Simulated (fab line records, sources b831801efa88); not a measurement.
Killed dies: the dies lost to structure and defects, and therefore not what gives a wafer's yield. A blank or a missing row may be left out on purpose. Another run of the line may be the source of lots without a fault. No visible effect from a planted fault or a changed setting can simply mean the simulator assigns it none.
Chamber matching / flow gf180mcu / GF_CONTACT_CMP_27 on cmp-01 has 3 sister chambers
The step polishes, stops on SiO2, t overpolish 15 s, target thk 0 nm. 3 wafers are shown with their chamber, then 6 later ones without.

== WAFERS, EACH WITH ITS CHAMBER ==
wafer=L497.3; chamber=2; timeToEndpointS (s)=72
wafer=L503.2; chamber=1; timeToEndpointS (s)=67
wafer=L503.3; chamber=3; timeToEndpointS (s)=72

== WAFERS WITHOUT THEIR CHAMBER ==
wafer=L503.5; timeToEndpointS (s)=70
wafer=L504.3; timeToEndpointS (s)=71
wafer=L504.4; timeToEndpointS (s)=72
wafer=L505.2; timeToEndpointS (s)=70
wafer=L505.4; timeToEndpointS (s)=74
wafer=L505.6; timeToEndpointS (s)=77

== EACH ONE'S CHAMBER ==
wafer=L503.5; from the rows above=can't be placed: 2 or 3 or 1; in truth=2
wafer=L504.3; from the rows above=can't be placed: 2 or 3 or 1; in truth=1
wafer=L504.4; from the rows above=can't be placed: 2 or 3 or 1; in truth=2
wafer=L505.2; from the rows above=can't be placed: 2 or 3 or 1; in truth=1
wafer=L505.4; from the rows above=can't be placed: 2 or 3 or 1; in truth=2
wafer=L505.6; from the rows above=can't be placed: 2 or 3 or 1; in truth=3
0 of 6 placed correctly. Not placeable from these rows: 6 (in 6, the candidates include the true chamber). Placed wrongly: 0.
How it was worked out, from the rows above alone: a wafer's distance from a chamber is the root of the sum, over the readings, of the square of ((its reading less the chamber's mean) divided by the reading's scatter). If the next closest chamber is less than 2 further off than the closest, the wafer can't be placed; otherwise it belongs to the closest. A chamber's mean is the mean of its shown wafers. The scatter: root of mean squared gap, hidden wafer to nearest shown wafer, with one shown wafer a chamber.
